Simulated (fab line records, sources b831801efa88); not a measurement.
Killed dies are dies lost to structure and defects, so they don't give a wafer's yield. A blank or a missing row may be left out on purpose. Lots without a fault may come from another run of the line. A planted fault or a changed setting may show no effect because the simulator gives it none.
fab line records | flow sfq_line
record lots=14 wafers=42 last_day=91
route steps=325 shown M5@205 C5@243 M8@318
lots that met no fault: from a run of the same line without faults
start_h: hours from the record's first day to the start of the lot's first wafer shown | wait_h: hours since the lot's step before | " the same as in the row above | L1.1+2: a row that stands for several wafers | - no value, or no start given | * or withheld: withheld | < > ~ a bound
route shown NAME@n: a module of which the file shows steps, and the number in the route of the first | usual: mean/standard deviation of fault-free wafers | same: alike in all rows | chamber/n: place in a boat | sites: the reading at each site | _std_site: their standard deviation | _edge_site: outer sites' mean less inner sites' | radius_mm: how far each site lies from the wafer's centre | mask NAME#n: copy n | behind: the tool/chamber that last shaped the wafer | hold: why the lot was held/for how many hours/how that ended | device: the transistor (n, p or np) that didn't switch | end of line: the same wafers' tests at the end of the route | a step without rows: its recipe alone | killed: dies lost to structure and defects at the first sort, not the wafer's yield | map: a wafer's dies, x killed, . not, _ none there
set.NAME: the setting as run; set.NAME@STEP: as run at that earlier step | model.NAME: the simulator's own value behind a step, which no gauge read
steps of the route over a sample of lots; a table a step, a row a wafer
services: from which hour (start_h, from the record's first day; less than 0 if before it) a tool's chamber was out of use, for how many hours, and why
## steps
# step SFQ_TRILAYER_M5_BARC_OPEN_METAL_ETCH_161
# recipe mask_material=PR chemistry=O2 target_depth_nm=125 target=BARC icp_w=589.1 bias_w=80 pressure_mtorr=10 time_s=41.7
# usual bias_w=80.02/0.23 drypump_motor_current_A=6.07/0.28 oes_product_au=0.685/0.0044
# columns lot.wafer tool chamber start_h wait_h bias_w drypump_motor_current_A oes_product_au rf_hours_counter_h
L567.3 rie_metal-03 0 1201.24 0.0 80.52 6.10 0.687 -
L567.4 " 1 " " 79.82 5.99 0.688 -
L567.6 " 1 " " 79.73 5.99 0.690 -
L568.2 rie_metal-01 0 1203.66 0.0 79.89 6.41 0.687 103
L568.3 " 0 " " 79.77 6.46 0.685 -
L568.5 " 1 " " 80.51 5.89 0.683 -
L569.1 rie_metal-03 0 1209.99 0.0 80.05 6.11 0.679 53
L569.3 " 0 " " 80.21 6.09 0.689 -
L569.4 " 0 " " 80.10 6.10 0.688 -
L570.2 rie_metal-02 1 1220.44 0.0 80.21 5.45 0.694 109
L570.5 " 1 " " 79.99 5.42 0.679 -
L570.6 " 0 " " 79.73 6.32 0.688 -
L574.4 rie_metal-01 0 1245.27 0.0 80.04 6.45 0.690 -
L574.5 " 1 " " 79.64 5.88 0.683 -
L574.6 " 0 " " 79.91 6.45 0.680 -
L575.3 rie_metal-01 0 1273.62 0.0 79.73 6.45 0.685 -
L575.4 " 1 " " 79.83 5.92 0.681 -
L575.6 " 0 " " 79.91 6.46 0.690 -
L580.2 rie_metal-03 0 1325.07 0.0 79.73 6.10 0.679 72
L580.3 " 1 " " 79.84 5.99 0.684 -
L580.6 " 1 " " 80.34 5.99 0.685 -
L581.1 rie_metal-03 1 1341.57 0.0 79.86 6.00 0.680 18
L581.3 " 0 " " 80.02 6.10 0.682 -
L581.4 " 1 " " 80.05 6.01 0.677 -
L582.3 rie_metal-03 0 1343.99 0.0 79.98 6.05 0.694 -
L582.5 " 1 " " 80.36 5.99 0.690 -
L582.6 " 0 " " 79.83 6.10 0.694 -
L583.1 rie_metal-03 0 1347.73 0.0 79.79 6.10 0.688 76
L583.2 " 1 " " 79.94 6.00 0.681 19
L583.6 " 0 " " 80.03 6.11 0.696 -
L584.3 rie_metal-02 1 1375.93 0.0 80.11 5.44 0.677 -
L584.4 " 0 " " 80.40 6.34 0.685 -
L584.6 " 0 " " 80.20 6.33 0.686 -
L585.2 rie_metal-02 1 1377.29 0.0 80.08 5.43 0.687 129
L585.4 " 1 " " 80.20 5.42 0.682 -
L585.5 " 1 " " 80.00 5.45 0.684 -
L586.1 rie_metal-01 1 1379.69 0.0 80.37 5.86 0.679 86
L586.4 " 0 " " 80.16 6.52 0.688 -
L586.5 " 1 " " 79.96 5.86 0.683 -
L590.1 rie_metal-01 1 1538.22 0.0 79.78 5.89 0.693 109
L590.3 " 0 " " 80.31 6.41 0.678 -
L590.5 " 1 " " 79.93 5.88 0.684 -
# step SFQ_TRILAYER_C5_LITHO_EXPOSE_152
# recipe mask_id=C5 na=0.6 source_shape=conventional sigma_outer=0.65 target_cd_nm=500 dose_mj=21.3
# usual exposure_dose_mJ_cm2=21.301/0.02 focus_offset_nm=0.0/0.51
# columns lot.wafer tool chamber start_h wait_h mask exposure_dose_mJ_cm2 focus_offset_nm
L567.3 krf_scanner-01 0 1573.04 - C5#0 21.287 0.9
L567.4 " 0 " " C5#0 21.333 1.2
L567.6 " 0 " " C5#0 21.321 0.2
L568.2 krf_scanner-01 0 1575.24 - C5#0 21.308 0.6
L568.3 " 0 " " C5#0 21.279 -0.3
L568.5 " 0 " " C5#0 21.286 -0.9
L569.1 krf_scanner-02 0 1582.71 - C5#0 21.318 0.4
L569.3 " 0 " " C5#0 21.320 -0.4
L569.4 " 0 " " C5#0 21.272 0.1
L570.2 krf_scanner-02 0 1594.91 - C5#0 21.290 -0.4
L570.5 " 0 " " C5#0 21.287 -0.5
L570.6 " 0 " " C5#0 21.311 -0.3
L574.4 krf_scanner-02 - 1619.63 - C5#0 - -
L574.5 " - " " C5#0 - -
L574.6 " - " " C5#0 - -
L575.3 krf_scanner-02 - 1642.23 - C5#0 - -
L575.4 " - " " C5#0 - -
L575.6 " - " " C5#0 - -
L580.2 krf_scanner-01 0 1681.77 - C5#0 21.332 0.2
L580.3 " 0 " " C5#0 21.313 0.8
L580.6 " 0 " " C5#0 21.338 0.1
L581.1 krf_scanner-02 0 1700.02 - C5#0 21.276 0.5
L581.3 " 0 " " C5#0 21.301 0.4
L581.4 " 0 " " C5#0 21.260 0.0
L582.3 krf_scanner-02 0 1704.02 - C5#0 21.315 0.0
L582.5 " 0 " " C5#0 21.306 -0.5
L582.6 " 0 " " C5#0 21.303 -0.7
L583.1 krf_scanner-02 0 1706.02 - C5#0 21.258 -0.2
L583.2 " 0 " " C5#0 21.295 -0.5
L583.6 " 0 " " C5#0 21.324 -0.4
L584.3 krf_scanner-02 0 1731.62 - C5#0 21.300 -0.5
L584.4 " 0 " " C5#0 21.313 -1.0
L584.6 " 0 " " C5#0 21.294 -0.4
L585.2 krf_scanner-02 0 1737.42 - C5#0 21.307 -0.2
L585.4 " 0 " " C5#0 21.276 -0.2
L585.5 " 0 " " C5#0 21.304 0.8
L586.1 krf_scanner-01 0 1739.74 - C5#0 21.286 -0.4
L586.4 " 0 " " C5#0 21.287 -0.9
L586.5 " 0 " " C5#0 21.326 0.0
L590.1 krf_scanner-01 0 1769.74 - C5#0 21.358 -0.6
L590.3 " 0 " " C5#0 21.326 -0.7
L590.5 " 0 " " C5#0 21.283 -0.3
# step SFQ_M8_OVL_MEAS_948
# usual M8_OVL=5/5.9
# columns lot.wafer tool chamber start_h wait_h M8_OVL[nm]
L567.3 overlay-02 - 2007.50 0.1 7
L567.4 " - " " -3
L567.6 " - " " 0
L568.2 overlay-01 - 2064.58 0.1 7
L568.3 " - " " 3
L568.5 " - " " 4
L569.1 overlay-01 - 2066.98 0.1 12
L569.3 " - " " 12
L569.4 " - " " 7
L570.2 overlay-01 - 2068.18 0.1 -5
L570.5 " - " " 0
L570.6 " - " " 1
L574.4 overlay-01 - 2077.23 0.1 -
L574.5 " - " " -
L574.6 " - " " -
L575.3 overlay-01 - 2079.62 0.1 -
L575.4 " - " " -
L575.6 " - " " -
L580.2 overlay-01 - 2114.23 0.1 3
L580.3 " - " " 12
L580.6 " - " " 5
L581.1 overlay-01 - 2128.47 0.1 12
L581.3 " - " " 11
L581.4 " - " " 13
L582.3 overlay-02 - 2134.57 0.1 -4
L582.5 " - " " -6
L582.6 " - " " 0
L583.1 overlay-02 - 2135.75 0.1 7
L583.2 " - " " 6
L583.6 " - " " 12
L584.3 overlay-02 - 2145.84 0.1 14
L584.4 " - " " 14
L584.6 " - " " 9
L585.2 overlay-02 - 2154.09 0.1 13
L585.4 " - " " 9
L585.5 " - " " 17
L586.1 overlay-01 - 2158.89 0.1 2
L586.4 " - " " 0
L586.5 " - " " 9
L590.1 overlay-02 - 2178.09 0.1 12
L590.3 " - " " 7
L590.5 " - " " 12
# step SFQ_M8_RS_MEAS_949
# recipe thk_meas_gauge=four-point-probe reads=Au_of_TRILAYER_M8_DEP_EVAP_196+Pt_of_TRILAYER_M8_DEP_EVAP_198+Ti_of_TRILAYER_M8_DEP_EVAP_197
# usual M8_AU_RS=0.1526/0.0015
# columns lot.wafer tool chamber start_h wait_h M8_AU_RS[ohm/sq]
L567.3 film_metro-03 - 2008.31 0.3 0.1545
L567.4 " - " " 0.1544
L567.6 " - " " 0.1536
L568.2 film_metro-02 - 2065.38 0.3 0.1521
L568.3 " - " " 0.1535
L568.5 " - " " 0.1525
L569.1 film_metro-03 - 2067.76 0.3 0.1535
L569.3 " - " " 0.1546
L569.4 " - " " 0.1540
L570.2 film_metro-01 - 2068.98 0.3 0.1510
L570.5 " - " " 0.1526
L570.6 " - " " 0.1528
L574.4 film_metro-01 - 2078.05 0.3 0.1533
L574.5 " - " " 0.1550
L574.6 " - " " 0.1532
L575.3 film_metro-02 - 2080.43 0.3 0.1504
L575.4 " - " " 0.1509
L575.6 " - " " 0.1517
L580.2 film_metro-02 - 2115.03 0.3 0.1546
L580.3 " - " " 0.1544
L580.6 " - " " 0.1533
L581.1 film_metro-01 - 2129.25 0.3 0.1530
L581.3 " - " " 0.1539
L581.4 " - " " 0.1549
L582.3 film_metro-03 - 2135.37 0.3 0.1486
L582.5 " - " " 0.1502
L582.6 " - " " 0.1517
L583.1 film_metro-02 - 2136.53 0.3 0.1511
L583.2 " - " " 0.1513
L583.6 " - " " 0.1521
L584.3 film_metro-01 - 2146.64 0.3 0.1525
L584.4 " - " " 0.1510
L584.6 " - " " 0.1519
L585.2 film_metro-01 - 2154.89 0.3 0.1522
L585.4 " - " " 0.1527
L585.5 " - " " 0.1528
L586.1 film_metro-03 - 2159.67 0.3 0.1497
L586.4 " - " " 0.1520
L586.5 " - " " 0.1504
L590.1 film_metro-01 - 2178.87 0.3 0.1520
L590.3 " - " " 0.1523
L590.5 " - " " 0.1508
## services
# columns tool chamber start_h hours kind
krf_scanner-02 - 1181.64 1.0 pm
rie_metal-03 - 1182.65 0.5 repair
krf_scanner-02 - 1212.81 1.3 pm
rie_metal-03 - 1268.64 2.8 pm
krf_scanner-02 - 1270.11 0.8 pm
krf_scanner-02 - 1350.73 1.0 pm
krf_scanner-02 - 1380.98 4.0 pm
krf_scanner-02 - 1388.60 1.3 pm
krf_scanner-02 - 1404.55 3.6 pm
rie_metal-03 - 1412.31 1.1 repair
krf_scanner-02 - 1438.83 0.8 pm
krf_scanner-02 - 1455.48 0.6 repair
rie_metal-03 1 1486.83 5.3 repair
krf_scanner-02 - 1520.23 1.0 pm
krf_scanner-02 - 1563.48 1.3 pm
krf_scanner-02 - 1564.78 4.4 pm
krf_scanner-02 - 1607.91 0.8 pm
krf_scanner-02 - 1664.26 2.3 repair
rie_metal-03 - 1677.87 1.1 repair
krf_scanner-02 - 1680.25 2.0 repair
krf_scanner-02 - 1689.42 1.0 pm
rie_metal-03 0 1702.70 10.2 repair
krf_scanner-02 - 1739.62 1.3 pm
krf_scanner-02 - 1753.29 4.0 repair
## key
first_sign step=SFQ_TRILAYER_C5_LITHO_EXPOSE_152 reading=tool_record direction=missing
effect none on later readings
met_at SFQ_TRILAYER_C5_LITHO_EXPOSE_152
struck_lots L574,L575
not_acting_at SFQ_TRILAYER_M5_BARC_OPEN_METAL_ETCH_161,SFQ_M8_OVL_MEAS_948,SFQ_M8_RS_MEAS_949
onset_between 1594.91 1619.63
fault kind=skipped_step_whole tool=krf_scanner-02 chamber=- onset_h=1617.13 steps=SFQ_TRILAYER_C5_LITHO_EXPOSE_152 scope=struck_lots_only
